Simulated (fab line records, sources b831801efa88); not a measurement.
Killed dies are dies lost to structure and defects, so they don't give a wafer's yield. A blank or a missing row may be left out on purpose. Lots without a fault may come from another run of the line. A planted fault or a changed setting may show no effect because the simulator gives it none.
fab line records | flow sky130
record lots=5 wafers=15 last_day=50
route steps=708 shown POLY_CUT@318 SD_P@320 RES_XHIGH@332 SD_N@342
lots that met no fault: from a run of the same line without faults
start_h: hours from the record's first day to the start of the lot's first wafer shown | wait_h: hours since the lot's step before | " the same as in the row above | L1.1+2: a row that stands for several wafers | - no value, or no start given | * or withheld: withheld | < > ~ a bound
route shown NAME@n: a module of which the file shows steps, and the number in the route of the first | usual: mean/standard deviation of fault-free wafers | same: alike in all rows | chamber/n: place in a boat | sites: the reading at each site | _std_site: their standard deviation | _edge_site: outer sites' mean less inner sites' | radius_mm: how far each site lies from the wafer's centre | mask NAME#n: copy n | behind: the tool/chamber that last shaped the wafer | hold: why the lot was held/for how many hours/how that ended | device: the transistor (n, p or np) that didn't switch | end of line: the same wafers' tests at the end of the route | a step without rows: its recipe alone | killed: dies lost to structure and defects at the first sort, not the wafer's yield | map: a wafer's dies, x killed, . not, _ none there
set.NAME: the setting as run; set.NAME@STEP: as run at that earlier step | model.NAME: the simulator's own value behind a step, which no gauge read
lots at some steps of the route; a table a step, a row a wafer
services: from which hour (start_h, from the record's first day; less than 0 if before it) a tool's chamber was out of use, for how many hours, and why
## steps
# step SKY_POLY_CUT_ETCH_11
# recipe target=Si3N4 chemistry=CF4/CH2F2/Ar stop_on=poly-Si source_w=600 bias_w=150 pressure_mtorr=40 cf4_flow_sccm=40 ch2f2_flow_sccm=20 Ar_flow_sccm=150 time_s=42.5 target_depth_a=600
# usual chamber_pressure_mTorr=40.00/0.038 drypump_motor_current_A=5.7/0.41 oes_product_au=0.823/0.0065 throttle_valve_pct=14.995/0.0085
# same time_s=42.5
# columns lot.wafer tool chamber start_h wait_h chamber_pressure_mTorr drypump_motor_current_A oes_product_au rf_hours_counter_h throttle_valve_pct
L497.1 rie_diel-03 1 667.43 0.0 39.96 5.1 0.818 8 14.990
L497.3 " 3 " " 40.04 5.8 0.817 4 14.983
L497.4 " 2 " " 39.95 5.8 0.828 61 14.986
L495.1 rie_diel-03 2 671.57 0.0 40.00 5.8 0.819 61 14.988
L495.3 " 0 " " 39.99 5.2 0.820 3 14.997
L495.6 " 3 " " 39.97 5.8 0.820 - 14.983
L499.2 rie_diel-02 0 686.93 0.0 40.07 5.3 0.823 43 14.990
L499.4 " 3 " " 40.01 6.2 0.808 12 14.983
L499.6 " 1 " " 40.01 6.2 0.814 - 15.013
L502.3 rie_diel-03 3 710.57 0.0 39.99 5.8 0.826 5 14.996
L502.5 " 1 " " 39.99 5.1 0.817 - 15.006
L502.6 " 0 " " 39.96 5.2 0.819 - 15.008
L509.1 rie_diel-03 0 736.02 0.0 39.97 5.2 0.820 4 14.995
L509.2 " 1 " " 40.02 5.1 0.825 10 15.008
L509.3 " 3 " " 40.02 5.8 0.828 6 14.980
# step SKY_POLY_CUT_STRIP_12
# recipe chemistry=O2/N2 power_w=1400 pressure_mtorr=1500 platen_temp_c=withheld o2_flow_sccm=3000 n2_flow_sccm=300 overash_fraction=0.5
# usual chamber_pressure_mTorr=1499.9/1.5 drypump_motor_current_A=5.7/0.47 oes_product_au=0.452/0.0047 strip_time_to_endpoint_s=5.356/0.02
# columns lot.wafer tool chamber start_h wait_h chamber_pressure_mTorr drypump_motor_current_A oes_product_au rf_hours_counter_h strip_time_to_endpoint_s
L497.1 plasma_asher-03 1 667.47 0.0 1500.7 6.2 0.446 23 5.363
L497.3 " 1 " " 1500.2 6.3 0.449 - 5.325
L497.4 " 0 " " 1501.3 5.2 0.448 - 5.353
L495.1 plasma_asher-02 0 671.61 0.0 1499.9 6.1 0.442 85 5.354
L495.3 " 0 " " 1501.0 6.1 0.451 - 5.376
L495.6 " 1 " " 1498.1 5.2 0.450 - 5.379
L499.2 plasma_asher-03 1 686.97 0.0 1497.0 6.2 0.448 25 5.386
L499.4 " 0 " " 1500.3 5.2 0.456 - 5.388
L499.6 " 1 " " 1498.1 6.3 0.453 - 5.389
L502.3 plasma_asher-02 1 710.64 0.1 1500.6 5.2 0.450 - 5.367
L502.5 " 0 " " 1499.8 6.1 0.451 - 5.369
L502.6 " 1 " " 1499.7 5.2 0.463 - 5.341
L509.1 plasma_asher-03 1 736.06 0.0 1499.1 6.3 0.448 30 5.355
L509.2 " 0 " " 1496.6 5.2 0.449 30 5.344
L509.3 " 0 " " 1501.6 5.3 0.451 - 5.371
# step SKY_SD_P_DEHYDRATE_00
# recipe temp_c=200 time_s=60
# step SKY_SD_P_HMDS_01
# recipe prime_time_s=60 prime_temp_c=120
# step SKY_SD_P_COAT_02
# recipe resist=NOVOLAK spin_rpm=3000 resist_thk_nm=1140
# step SKY_SD_P_SOFTBAKE_03
# recipe temp_c=90 time_s=60 resist=NOVOLAK
# step SKY_SD_P_EXPOSE_04
# recipe mask_id=PSDM na=0.6 source_shape=conventional sigma_outer=0.6 polarization=unpolarized target_cd_nm=380 dose_mj=138
# step SKY_SD_P_PEB_05
# recipe temp_c=withheld time_s=* resist=NOVOLAK
# step SKY_SD_P_DEVELOP_06
# recipe resist=NOVOLAK developer=TMAH develop_time_s=60 dev_temp_c=23
# step SKY_SD_P_CD_MEAS_07
# recipe target_cd_nm=380
# usual cd_nm=379.4/2.7
# columns lot.wafer tool chamber start_h wait_h cd_nm
L497.1 cd_sem-01 - 695.86 0.1 379.5
L497.3 " - " " 377.5
L497.4 " - " " 379.8
L495.1 cd_sem-02 - 700.24 0.1 375.9
L495.3 " - " " 377.5
L495.6 " - " " 379.5
L499.2 cd_sem-01 - 714.96 0.1 381.0
L499.4 " - " " 384.5
L499.6 " - " " 382.2
L502.3 cd_sem-01 - 738.40 0.1 378.6
L502.5 " - " " 375.8
L502.6 " - " " 377.3
L509.1 cd_sem-02 - 763.42 0.1 377.3
L509.2 " - " " 377.4
L509.3 " - " " 376.9
# step SKY_SD_P_OVL_MEAS_08
# usual SD_P_OVL=0.5/1.2
# columns lot.wafer tool chamber start_h wait_h SD_P_OVL[nm]
L497.1 overlay-02 - 695.98 0.1 1.2
L497.3 " - " " 0.9
L497.4 " - " " -0.6
L495.1 overlay-02 - 700.36 0.1 0.4
L495.3 " - " " 0.0
L495.6 " - " " 0.9
L499.2 overlay-02 - 715.07 0.1 2.4
L499.4 " - " " 1.6
L499.6 " - " " -0.1
L502.3 overlay-01 - 738.49 0.1 -0.2
L502.5 " - " " 0.9
L502.6 " - " " -0.7
L509.1 overlay-02 - 763.54 0.1 0.6
L509.2 " - " " -2.6
L509.3 " - " " 0.0
# step SKY_SD_P_IMPLANT_09
# recipe species=BF2 energy_kev=20 dose_cm2=2.938e+15 tilt_deg=0
# step SKY_SD_P_STRIP_10
# recipe chemistry=O2/N2 power_w=1400 pressure_mtorr=1500 platen_temp_c=withheld o2_flow_sccm=3000 n2_flow_sccm=300 overash_fraction=0.5
# usual chamber_pressure_mTorr=1500.1/1.4 drypump_motor_current_A=5.5/0.41 oes_product_au=0.619/0.0051 strip_time_to_endpoint_s=17.45/0.039
# columns lot.wafer tool chamber start_h wait_h chamber_pressure_mTorr drypump_motor_current_A oes_product_au rf_hours_counter_h strip_time_to_endpoint_s model.NOVOLAK_of_SD_P_COAT_02.thk_nm
L497.1 plasma_asher-03 0 696.16 0.1 1501.6 5.3 0.616 26 17.46 0
L497.3 " 1 " " 1500.9 6.2 0.623 - 17.44 0
L497.4 " 0 " " 1499.2 5.3 0.614 - 17.46 0
L495.1 plasma_asher-04 0 700.55 0.1 1499.6 5.8 0.631 96 17.56 0
L495.3 " 0 " " 1502.2 5.8 0.629 - 17.53 0
L495.6 " 1 " " 1497.7 5.2 0.613 - 17.52 0
L499.2 plasma_asher-03 1 715.25 0.1 1498.9 6.2 0.606 27 17.45 0
L499.4 " 0 " " 1500.0 5.2 0.616 - 17.36 0
L499.6 " 1 " " 1499.7 6.2 0.617 - 17.39 0
L502.3 plasma_asher-01 0 738.70 0.1 1499.8 4.9 0.623 - 17.47 0
L502.5 " 1 " " 1501.1 5.7 0.621 - 17.46 0
L502.6 " 0 " " 1497.3 4.9 0.616 - 17.43 0
L509.1 plasma_asher-04 0 763.72 0.1 1499.3 5.8 0.643 2 - 587.6
L509.2 " 1 " " 1499.9 5.2 0.643 2 - 588.5
L509.3 " 0 " " 1496.1 5.8 0.637 - - 587.9
# step SKY_SD_P_TW_MEAS_11
# usual SD_P_TW=2810/15
# columns lot.wafer tool chamber start_h wait_h SD_P_TW
L497.1 film_metro-01 - 696.26 0.1 2810
L497.3 " - " " 2817
L497.4 " - " " 2815
L495.1 film_metro-01 - 700.65 0.1 2812
L495.3 " - " " 2824
L495.6 " - " " 2837
L499.2 film_metro-03 - 715.36 0.1 2782
L499.4 " - " " 2780
L499.6 " - " " 2805
L502.3 film_metro-01 - 738.78 0.1 2815
L502.5 " - " " 2806
L502.6 " - " " 2789
L509.1 film_metro-01 - 763.82 0.1 2792
L509.2 " - " " 2805
L509.3 " - " " 2811
# step SKY_RES_XHIGH_DEHYDRATE_00
# recipe temp_c=200 time_s=60
# step SKY_RES_XHIGH_HMDS_01
# recipe prime_time_s=60 prime_temp_c=120
# step SKY_RES_XHIGH_COAT_02
# recipe resist=NOVOLAK spin_rpm=3000 resist_thk_nm=1140
# step SKY_RES_XHIGH_SOFTBAKE_03
# recipe temp_c=90 time_s=60 resist=NOVOLAK
# step SKY_RES_XHIGH_EXPOSE_04
# recipe mask_id=URPM na=0.6 source_shape=conventional sigma_outer=0.6 polarization=unpolarized target_cd_nm=1270 dose_mj=140
# step SKY_RES_XHIGH_PEB_05
# recipe temp_c=withheld time_s=* resist=NOVOLAK
# step SKY_RES_XHIGH_DEVELOP_06
# recipe resist=NOVOLAK developer=TMAH develop_time_s=60 dev_temp_c=23
# step SKY_RES_XHIGH_IMPLANT_07
# recipe species=BF2 energy_kev=20 dose_cm2=3.6e+14 tilt_deg=0
# step SKY_RES_XHIGH_STRIP_08
# recipe chemistry=O2/N2 power_w=1400 pressure_mtorr=1500 platen_temp_c=withheld o2_flow_sccm=3000 n2_flow_sccm=300 overash_fraction=0.5
# usual chamber_pressure_mTorr=1499.9/1.2 drypump_motor_current_A=5.6/0.48 oes_product_au=0.711/0.0046 strip_time_to_endpoint_s=14.30/0.04
# columns lot.wafer tool chamber start_h wait_h chamber_pressure_mTorr drypump_motor_current_A oes_product_au rf_hours_counter_h strip_time_to_endpoint_s
L497.1 plasma_asher-02 1 724.31 0.1 1501.8 5.2 0.709 90 14.22
L497.3 " 1 " " 1498.8 5.2 0.723 - 14.23
L497.4 " 0 " " 1499.1 6.1 0.710 - 14.22
L495.1 plasma_asher-02 0 728.11 0.1 1502.5 6.1 0.709 90 14.33
L495.3 " 0 " " 1499.1 6.1 0.708 - 14.31
L495.6 " 0 " " 1500.5 6.1 0.714 - 14.31
L499.2 plasma_asher-03 0 742.46 0.1 1499.5 5.2 0.719 31 14.25
L499.4 " 1 " " 1498.6 6.2 0.706 - 14.29
L499.6 " 0 " " 1498.9 5.3 0.709 - 14.31
L502.3 plasma_asher-01 0 765.65 0.1 1500.3 4.9 0.719 - 14.24
L502.5 " 1 " " 1499.7 5.7 0.711 - 14.29
L502.6 " 0 " " 1502.2 4.9 0.704 - 14.24
L509.1 plasma_asher-02 0 791.23 0.1 1499.6 6.1 0.710 95 23.21
L509.2 " 1 " " 1501.4 5.2 0.716 95 23.22
L509.3 " 1 " " 1499.4 5.2 0.712 - 23.23
# step SKY_RES_XHIGH_TW_MEAS_09
# usual RES_XHIGH_TW=1636/9.6
# columns lot.wafer tool chamber start_h wait_h RES_XHIGH_TW
L497.1 film_metro-01 - 724.41 0.1 1637
L497.3 " - " " 1647
L497.4 " - " " 1638
L495.1 film_metro-02 - 728.21 0.1 1639
L495.3 " - " " 1639
L495.6 " - " " 1641
L499.2 film_metro-02 - 742.57 0.1 1644
L499.4 " - " " 1637
L499.6 " - " " 1638
L502.3 film_metro-02 - 765.74 0.1 1635
L502.5 " - " " 1624
L502.6 " - " " 1639
L509.1 film_metro-01 - 791.33 0.1 30
L509.2 " - " " 30
L509.3 " - " " 30
# step SKY_SD_N_DEHYDRATE_00
# recipe temp_c=200 time_s=60
## services
# columns tool chamber start_h hours kind
rie_diel-03 2 674.47 - clean
rie_diel-03 2 674.47 20.2 scheduled_down
rie_diel-03 2 674.47 20.2 vent_cycle
rie_diel-03 2 701.85 4.1 repair
rie_diel-02 - 706.38 3.3 repair
plasma_asher-01 - 714.81 2.8 pm
rie_diel-03 0 722.30 9.9 repair
rie_diel-02 0 729.74 1.8 repair
plasma_asher-02 - 730.23 6.6 repair
plasma_asher-04 - 733.77 9.0 pm
plasma_asher-04 0 733.77 9.0 vent_cycle
plasma_asher-04 1 733.77 9.0 vent_cycle
rie_diel-02 - 735.44 2.8 pm
rie_diel-02 0 740.23 40.9 repair
plasma_asher-04 0 742.77 - clean
plasma_asher-04 1 742.77 - clean
plasma_asher-04 - 751.52 1.1 repair
rie_diel-03 0 756.00 4.4 repair
rie_diel-02 0 781.12 - clean
rie_diel-02 0 781.12 19.6 scheduled_down
rie_diel-02 0 781.12 19.6 vent_cycle
plasma_asher-01 - 784.75 0.7 repair
## key
first_sign step=SKY_SD_P_STRIP_10 reading=oes_product_au direction=up sigmas=4.3 usual=0.619 struck=0.641
effect step=SKY_RES_XHIGH_STRIP_08 reading=strip_time_to_endpoint_s direction=up sigmas=99+ usual=* struck=*
effect step=SKY_RES_XHIGH_TW_MEAS_09 reading=RES_XHIGH_TW direction=down sigmas=99+ usual=1636 struck=30
model_effect step=SKY_SD_P_STRIP_10 value=NOVOLAK_of_SD_P_COAT_02.thk_nm without=0 struck=588
model_effect step=SKY_PAD_OPEN_PROBE_99 value=etest.res_xhigh_po.open without=0 struck=1
met_at SKY_SD_P_STRIP_10
struck_wafers L509.1,L509.2,L509.3
sort_left_out L509.1,L509.2,L509.3
tester_left_out L509
onset_between 700.55 763.72
fault kind=strip_aborted tool=plasma_asher-04 chamber=- onset_h=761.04 steps=SKY_SD_P_STRIP_10 offset=0.67535 end_h=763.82
# tester_left_out: of these lots the tester's yield and bins aren't shown, on N5 and GAA mostly nor the transistor test; their killed dies are dies lost to structure and defects alone, not to doping, threshold or leakage, so they don't give the yield
# sort_left_out: the simulated sort isn't trusted on such a fault, so these wafers' sort isn't shown, and their yield isn't known
